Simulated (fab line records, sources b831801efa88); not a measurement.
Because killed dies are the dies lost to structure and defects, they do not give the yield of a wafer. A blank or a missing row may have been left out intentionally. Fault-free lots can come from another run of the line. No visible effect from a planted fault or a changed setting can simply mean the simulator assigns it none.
fab line records    flow sky130
record: lots: 11  wafers: 33  last_day: 50
route steps=708 shown SONOS_TUNNEL@166 LDD_P@265 LDD_HVN@276 LI_CONTACT@375 METAL1@450
lots untouched by any fault: they come from a run of this same line in which no faults occurred
start_h: hours from the record's first day to the start of the lot's first wafer shown    wait_h: how many hours have passed since the lot's step before this one    " same as the row above    L1.1+2: one row covering several wafers at once    - no value, or no start given    * or withheld: withheld    < > ~ a bound
route shown NAME@n: NAME is a module with steps in the file, n the number in the route of the first one    usual: average and standard deviation across the fault-free wafers    same: alike in all rows    chamber/n: place in a boat    sites: readings site by site    _std_site: how widely they spread, as a standard deviation    _edge_site: mean of outer sites minus mean of inner sites    radius_mm: for every site, how far away it sits from the centre of the wafer    mask NAME#n: copy n    behind: the last tool/chamber to shape the wafer    hold: what put the lot on hold/how long, in hours/how the hold closed    device: names the non-switching transistor (n, p or np)    end of line: the tests these same wafers got at the end of their route    for a step that has no rows: nothing shown but its recipe    killed: dies that structure and defects cost at the first sort, which is not the same as the wafer's yield    map: per-die view of a wafer (x killed, . not killed, _ where there is no die)
set.NAME: the setting the step ran with; set.NAME@STEP: the setting that earlier step ran with    model.NAME: the simulator's own value behind a step, which no gauge read
one table for each step of the route and one row for each wafer, over a sample of lots
services: a tool's chamber out of use, with start hour (start_h, from the record's first day; less than 0 if before it), hours out, and reason
== steps ==
step: SKY_SONOS_TUNNEL_TW_MEAS_12
usual: SONOS_TUNNEL_TW: 199/3.1
lot.wafer  tool           chamber  start_h  wait_h  SONOS_TUNNEL_TW
L300.3     film_metro-01  -        267.73   0.0     203
L300.5     "              -        "        "       202
L300.6     "              -        "        "       202
L301.1     film_metro-03  -        272.76   0.0     199
L301.4     "              -        "        "       198
L301.6     "              -        "        "       198
L302.1     film_metro-04  -        282.32   0.0     197
L302.3     "              -        "        "       197
L302.4     "              -        "        "       197
L304.2     film_metro-04  -        299.48   0.0     193
L304.3     "              -        "        "       193
L304.5     "              -        "        "       194
L306.3     film_metro-03  -        313.27   0.0     198
L306.4     "              -        "        "       198
L306.6     "              -        "        "       200
L308.2     film_metro-03  -        334.66   0.0     198
L308.3     "              -        "        "       199
L308.6     "              -        "        "       199
L309.1     film_metro-01  -        339.27   0.0     203
L309.5     "              -        "        "       203
L309.6     "              -        "        "       202
L310.1     film_metro-01  -        344.28   0.0     203
L310.4     "              -        "        "       203
L310.5     "              -        "        "       203
L311.2     film_metro-04  -        351.78   0.0     196
L311.3     "              -        "        "       195
L311.6     "              -        "        "       195
L314.1     film_metro-03  -        374.27   0.0     199
L314.4     "              -        "        "       199
L314.5     "              -        "        "       200
L321.2     film_metro-03  -        428.40   0.0     199
L321.5     "              -        "        "       199
L321.6     "              -        "        "       198
step: SKY_LDD_P_STRIP_10
recipe: chemistry: O2/N2  power_w: 1400  pressure_mtorr: 1500  platen_temp_c: withheld  o2_flow_sccm: 3000  n2_flow_sccm: 300  overash_fraction: 0.5
usual: drypump_motor_current_A: 5.9/0.39  o2_flow_sccm: 2999/7.6  oes_product_au: 0.716/0.0042  strip_time_to_endpoint_s: 14.17/0.051
lot.wafer  tool             chamber  start_h  wait_h  drypump_motor_current_A  o2_flow_sccm  oes_product_au  rf_hours_counter_h  strip_time_to_endpoint_s
L300.3     plasma_asher-02  1        449.89   0.1     6.2                      2992          0.714           -                   14.24
L300.5     "                0        "        "       5.4                      3007          0.706           -                   14.22
L300.6     "                1        "        "       6.2                      3001          0.716           -                   14.17
L301.1     plasma_asher-02  0        458.13   0.1     5.4                      2996          0.715           69                  14.17
L301.4     "                0        "        "       5.4                      2979          0.726           -                   14.20
L301.6     "                0        "        "       5.4                      2988          0.715           -                   14.17
L302.1     plasma_asher-04  0        472.36   0.1     5.9                      2990          0.711           4                   14.14
L302.3     "                1        "        "       6.4                      2992          0.720           -                   14.13
L302.4     "                0        "        "       5.9                      3003          0.713           -                   14.16
L304.2     plasma_asher-03  1        484.31   0.1     5.5                      3003          0.721           34                  14.26
L304.3     "                0        "        "       6.1                      3000          0.718           -                   14.21
L304.5     "                0        "        "       6.1                      3008          0.720           -                   14.23
L306.3     plasma_asher-02  0        507.23   0.1     5.4                      3000          0.712           -                   14.17
L306.4     "                1        "        "       6.2                      2987          0.716           -                   14.17
L306.6     "                0        "        "       5.4                      2991          0.711           -                   14.16
L308.2     plasma_asher-02  1        533.70   0.1     6.2                      3000          0.713           76                  14.15
L308.3     "                1        "        "       6.2                      3005          0.717           -                   14.11
L308.6     "                1        "        "       6.2                      2996          0.718           -                   14.13
L309.1     plasma_asher-04  1        536.21   0.1     6.4                      2997          0.713           10                  14.17
L309.5     "                0        "        "       5.9                      3008          0.721           -                   14.17
L309.6     "                1        "        "       6.4                      3002          0.716           -                   14.16
L310.1     plasma_asher-04  0        541.50   0.1     5.9                      2995          0.941           10                  -
L310.4     "                1        "        "       6.4                      2992          0.940           -                   -
L310.5     "                1        "        "       6.4                      2990          0.944           -                   -
L311.2     plasma_asher-02  0        548.60   0.1     5.4                      2997          0.709           78                  14.12
L311.3     "                0        "        "       5.4                      3008          0.718           -                   14.17
L311.6     "                0        "        "       5.4                      3014          0.721           -                   14.16
L314.1     plasma_asher-02  0        574.75   0.1     5.4                      2997          0.715           80                  14.10
L314.4     "                0        "        "       5.4                      3002          0.715           -                   14.14
L314.5     "                1        "        "       6.2                      2998          0.723           -                   14.14
L321.2     plasma_asher-04  0        622.20   0.1     5.9                      3002          0.719           18                  14.11
L321.5     "                0        "        "       5.9                      2991          0.714           -                   14.16
L321.6     "                1        "        "       6.4                      2995          0.716           -                   14.10
step: SKY_LDD_HVN_STRIP_09
recipe: chemistry: O2/N2  power_w: 1400  pressure_mtorr: 1500  platen_temp_c: withheld  o2_flow_sccm: 3000  n2_flow_sccm: 300  overash_fraction: 0.5
usual: drypump_motor_current_A: 5.9/0.45  o2_flow_sccm: 3000/9.4  oes_product_au: 0.408/0.0046  strip_time_to_endpoint_s: 4.131/0.019
lot.wafer  tool             chamber  start_h  wait_h  drypump_motor_current_A  o2_flow_sccm  oes_product_au  rf_hours_counter_h  strip_time_to_endpoint_s
L300.3     plasma_asher-02  1        480.45   0.1     6.2                      2999          0.411           -                   4.126
L300.5     "                1        "        "       6.3                      2994          0.399           -                   4.120
L300.6     "                0        "        "       5.4                      3002          0.419           -                   4.116
L301.1     plasma_asher-03  0        488.49   0.1     6.2                      2989          0.408           34                  4.154
L301.4     "                1        "        "       5.5                      2983          0.408           -                   4.140
L301.6     "                1        "        "       5.5                      2996          0.411           -                   4.160
L302.1     plasma_asher-02  0        503.28   0.1     5.4                      3015          0.412           73                  4.120
L302.3     "                0        "        "       5.4                      3011          0.408           -                   4.125
L302.4     "                1        "        "       6.2                      3008          0.404           -                   4.108
L304.2     plasma_asher-03  1        515.48   0.1     5.5                      3003          0.402           37                  4.109
L304.3     "                0        "        "       6.1                      2992          0.406           -                   4.160
L304.5     "                0        "        "       6.1                      3007          0.403           -                   4.128
L306.3     plasma_asher-01  1        537.37   0.1     5.7                      3001          0.413           -                   4.109
L306.4     "                0        "        "       6.7                      3023          0.415           -                   4.106
L306.6     "                0        "        "       6.8                      3003          0.406           -                   4.107
L308.2     plasma_asher-01  0        563.04   0.1     6.7                      3008          0.410           80                  4.140
L308.3     "                0        "        "       6.7                      2996          0.400           -                   4.121
L308.6     "                1        "        "       5.7                      2992          0.405           -                   4.134
L309.1     plasma_asher-01  1        565.63   0.1     5.7                      2984          0.408           80                  4.148
L309.5     "                0        "        "       6.7                      2989          0.419           -                   4.114
L309.6     "                1        "        "       5.7                      2999          0.403           -                   4.116
L310.1     plasma_asher-03  0        571.51   0.1     6.1                      3004          0.639           43                  9.977
L310.4     "                1        "        "       5.5                      2986          0.643           -                   9.969
L310.5     "                0        "        "       6.2                      2990          0.645           -                   9.957
L311.2     plasma_asher-02  0        578.08   0.1     5.4                      2999          0.414           80                  4.149
L311.3     "                1        "        "       6.2                      3008          0.406           -                   4.141
L311.6     "                0        "        "       5.4                      2996          0.402           -                   4.145
L314.1     plasma_asher-01  1        604.24   0.1     5.7                      2998          0.415           85                  4.132
L314.4     "                1        "        "       5.7                      3006          0.412           -                   4.131
L314.5     "                0        "        "       6.7                      3009          0.398           -                   4.123
L321.2     plasma_asher-03  0        651.11   0.1     6.1                      3012          0.409           51                  4.137
L321.5     "                1        "        "       5.5                      3003          0.412           -                   4.112
L321.6     "                0        "        "       6.1                      3007          0.411           -                   4.148
step: SKY_LDD_HVN_TW_MEAS_10
usual: LDD_HVN_TW: 1432/12
lot.wafer  tool           chamber  start_h  wait_h  hold                      LDD_HVN_TW
L300.3     film_metro-04  -        480.53   0.1     -                         1425
L300.5     "              -        "        "       -                         1424
L300.6     "              -        "        "       -                         1431
L301.1     film_metro-04  -        488.59   0.1     -                         1437
L301.4     "              -        "        "       -                         1426
L301.6     "              -        "        "       -                         1435
L302.1     film_metro-04  -        503.38   0.1     -                         1435
L302.3     "              -        "        "       -                         1435
L302.4     "              -        "        "       -                         1436
L304.2     film_metro-04  -        515.59   0.1     -                         1413
L304.3     "              -        "        "       -                         1418
L304.5     "              -        "        "       -                         1422
L306.3     film_metro-03  -        537.46   0.1     -                         1441
L306.4     "              -        "        "       -                         1446
L306.6     "              -        "        "       -                         1444
L308.2     film_metro-03  -        563.15   0.1     -                         1461
L308.3     "              -        "        "       -                         1457
L308.6     "              -        "        "       -                         1463
L309.1     film_metro-02  -        565.73   0.1     -                         1432
L309.5     "              -        "        "       -                         1430
L309.6     "              -        "        "       -                         1430
L310.1     film_metro-04  -        571.61   0.1     await_dispo/0.2h/release  30
L310.4     "              -        "        "       await_dispo/0.2h/release  30
L310.5     "              -        "        "       await_dispo/0.2h/release  30
L310.1     film_metro-04  -        571.84   0.2     -                         29
L310.4     "              -        "        "       -                         30
L310.5     "              -        "        "       -                         30
L311.2     film_metro-02  -        578.19   0.1     -                         1431
L311.3     "              -        "        "       -                         1442
L311.6     "              -        "        "       -                         1426
L314.1     film_metro-04  -        604.34   0.1     -                         1422
L314.4     "              -        "        "       -                         1419
L314.5     "              -        "        "       -                         1429
L321.2     film_metro-03  -        651.22   0.1     -                         1437
L321.5     "              -        "        "       -                         1450
L321.6     "              -        "        "       -                         1449
step: SKY_LI_CONTACT_OVL_MEAS_13
usual: LI_CONTACT_OVL: -2/5.2
lot.wafer  tool        chamber  start_h  wait_h  LI_CONTACT_OVL[nm]
L300.3     overlay-01  -        689.98   0.1     7
L300.5     "           -        "        "       0
L300.6     "           -        "        "       5
L301.1     overlay-01  -        698.27   0.1     -14
L301.4     "           -        "        "       -3
L301.6     "           -        "        "       -2
L302.1     overlay-01  -        710.96   0.1     -7
L302.3     "           -        "        "       -9
L302.4     "           -        "        "       -9
L304.2     overlay-01  -        722.57   0.1     7
L304.3     "           -        "        "       5
L304.5     "           -        "        "       5
L306.3     overlay-01  -        742.76   0.1     -6
L306.4     "           -        "        "       0
L306.6     "           -        "        "       -1
L308.2     overlay-01  -        765.57   0.1     -3
L308.3     "           -        "        "       -6
L308.6     "           -        "        "       -1
L309.1     overlay-02  -        766.67   0.1     -8
L309.5     "           -        "        "       -6
L309.6     "           -        "        "       -10
L311.2     overlay-02  -        778.10   0.1     -5
L311.3     "           -        "        "       -3
L311.6     "           -        "        "       -1
L314.1     overlay-02  -        800.75   0.1     1
L314.4     "           -        "        "       2
L314.5     "           -        "        "       -4
L321.2     overlay-02  -        844.85   0.1     -2
L321.5     "           -        "        "       6
L321.6     "           -        "        "       2
step: SKY_METAL1_OVL_MEAS_16
usual: METAL1_OVL: 3/5.8
lot.wafer  tool        chamber  start_h  wait_h  METAL1_OVL[nm]
L300.3     overlay-02  -        776.23   0.1     6
L300.5     "           -        "        "       12
L300.6     "           -        "        "       9
L301.1     overlay-02  -        784.12   0.1     6
L301.4     "           -        "        "       -6
L301.6     "           -        "        "       -3
L302.1     overlay-01  -        800.92   0.1     0
L302.3     "           -        "        "       3
L302.4     "           -        "        "       2
L304.2     overlay-01  -        809.28   0.1     1
L304.3     "           -        "        "       12
L304.5     "           -        "        "       10
L306.3     overlay-01  -        824.98   0.1     -5
L306.4     "           -        "        "       -5
L306.6     "           -        "        "       5
L308.2     overlay-02  -        847.92   0.1     -2
L308.3     "           -        "        "       -3
L308.6     "           -        "        "       -2
L309.1     overlay-02  -        849.07   0.1     -3
L309.5     "           -        "        "       -4
L309.6     "           -        "        "       2
L311.2     overlay-01  -        863.18   0.1     7
L311.3     "           -        "        "       4
L311.6     "           -        "        "       9
L314.1     overlay-01  -        884.46   0.1     11
L314.4     "           -        "        "       3
L314.5     "           -        "        "       10
L321.2     overlay-01  -        925.33   0.1     3
L321.5     "           -        "        "       2
L321.6     "           -        "        "       4
== services ==
tool             chamber  start_h  hours  kind
plasma_asher-04  0        430.32   -      clean
plasma_asher-04  1        430.32   -      clean
plasma_asher-04  -        516.89   4.4    repair
plasma_asher-04  -        543.78   4.3    repair
plasma_asher-02  -        555.92   4.4    repair
plasma_asher-04  -        575.93   6.8    repair
plasma_asher-02  -        620.35   14.6   pm
== key ==
first_sign: step: SKY_LDD_P_STRIP_10  reading: oes_product_au  direction: up  sigmas: 53  usual: 0.716  struck: 0.942
effect: step: SKY_LDD_HVN_STRIP_09  reading: strip_time_to_endpoint_s  direction: up  sigmas: 99+  usual: *  struck: *
effect: step: SKY_LDD_HVN_TW_MEAS_10  reading: visit  direction: added
effect: step: SKY_LDD_HVN_TW_MEAS_10  reading: LDD_HVN_TW  direction: down  sigmas: 99+  usual: 1432  struck: 30
met_at SKY_LDD_P_STRIP_10
struck_lots L310
scrapped_behind SKY_LDD_HVN_TW_MEAS_10 L310.1,L310.4,L310.5
not_acting_at SKY_SONOS_TUNNEL_TW_MEAS_12,SKY_LI_CONTACT_OVL_MEAS_13,SKY_METAL1_OVL_MEAS_16
onset_between 536.21 541.50
fault: kind: strip_aborted  tool: plasma_asher-04  chamber: -  onset_h: 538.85  steps: SKY_LDD_P_STRIP_10  offset: 0.59307  end_h: 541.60
